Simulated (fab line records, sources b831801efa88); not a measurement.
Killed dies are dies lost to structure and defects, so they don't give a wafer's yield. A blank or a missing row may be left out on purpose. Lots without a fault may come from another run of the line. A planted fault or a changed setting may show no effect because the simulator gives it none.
A struck lot beside a sound one | flow sky130 | 14 steps out of a route of 708
Sound: wafers L311.1, L311.4, L311.6. Struck: wafer L324.2. (L324.4, L324.5 of the same lot were not struck and are left out.) The cause comes at the end.
At each step with rows: each side's tool, then ch and its chambers, then its first start. Under that, the readings that differ: sound wafers | struck wafers | difference of the means | sigmas: that difference in standard deviations of wafers without a fault.
alike: readings whose means differ by less than 2 such deviations, and words and numbers that are the same on both sides. not compared: withheld readings, readings that some wafer has no value for, bounds like >300 that may hide the same value, and numbers for which the record gives no deviation and whose values overlap.
The two part at a step that has a row with sigmas, a row that says differs or no value, or rows on one side only. Numbers that don't overlap but have no deviation are shown without sigmas and don't part them. A reading that every wafer of one side lacks parts them only if that side has two wafers or more.

SKY_VIA1_CD_MEAS_12: target cd 150 nm.
  sound on cd_sem-02, day 36 22:05; struck on cd_sem-02, day 40 21:56
  alike: cd_nm
SKY_VIA1_OVL_MEAS_13:
  sound on overlay-01, day 36 22:12; struck on overlay-01, day 40 22:03
  alike: VIA1_OVL
SKY_VIA1_ETCH_14: etches BARC in N2/H2, stops on SiO2, time 45.9 s, target depth 60 nm.
  sound on rie_diel-01 ch 1,3, day 36 22:14; struck on rie_diel-02 ch 3, day 40 22:05
  alike: drypump_motor_current_A, oes_product_au, throttle_valve_pct
  not compared: rf_hours_counter_h
then, 1 step without rows for these wafers: SKY_VIA1_ETCH_15 (etches SiO2 in C4F8/O2/Ar, stops on TiN, target depth 351 nm, time 54 s).
SKY_VIA1_STRIP_16: strips in O2/N2.
  sound on plasma_asher-04 ch 0,1, day 36 22:19; struck on plasma_asher-04 ch 0, day 40 22:13
  alike: drypump_motor_current_A, oes_product_au, strip_time_to_endpoint_s
  not compared: rf_hours_counter_h
then, 3 steps without rows for these wafers: SKY_VIA1_STRIP_17 (strips in post etch residue remover, time 1200 s); SKY_VIA1_CLEAN_18 (cleans in IPA, time 180 s); SKY_VIA1_CLEAN_19 (cleans in O3/DIW).
SKY_VIA1_SPUTTER_20: material TiN, target thk 20 nm, time 80 s.
  sound on pvd_sputter-02, day 36 22:55; struck on pvd_sputter-02, day 40 22:48
  alike: chamber_pressure_pa, throttle_valve_pct
SKY_VIA1_CVD_21: deposits W, target thk 270 nm, time 80.902 s.
  sound on cvd_w-02 ch 0, day 36 22:59; struck on cvd_w-01 ch 0, day 40 22:52
  alike: heater_power_w
SKY_VIA1_RS_MEAS_22: measures by four-point-probe.
  sound on film_metro-02, day 36 23:04; struck on film_metro-04, day 40 22:59
  alike: VIA1_W_RS
SKY_VIA1_THK_MEAS_23: measures by xrf.
  sound on film_metro-02, day 36 23:11; struck on film_metro-04, day 40 23:05
  alike: VIA1_W_THK
SKY_VIA1_CMP_24: polishes, stops on SiO2, t overpolish 15 s, target thk 0 nm.
  sound on cmp-02 ch 0,1,3, day 36 23:21; struck on cmp-02 ch 0, day 40 23:08
  reading                | sound                | struck | difference | sigmas
  overpolish_run_s (s)   | 14.995 15.015 14.996 | 0.043  | -14.959    | -99 or more
  time_to_endpoint_s (s) | 62 66 68             | 105    | +40        | +12
  alike: motor_current_A, slurry_filter_dp_kPa
SKY_METAL2_SPUTTER_00: material Ti, target thk 15 nm, time 10 s.
  the record has rows for the sound wafers here (pvd_sputter-03, day 36 23:33) and none for the struck ones

WHERE THEY PART
First at SKY_VIA1_CMP_24; last, within this record, at SKY_METAL2_SPUTTER_00.

WHY: what the simulator had put in
Process parameter drift: cmp-02, from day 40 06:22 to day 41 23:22, at SKY_VIA1_CMP_24. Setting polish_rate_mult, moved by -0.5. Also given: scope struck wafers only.
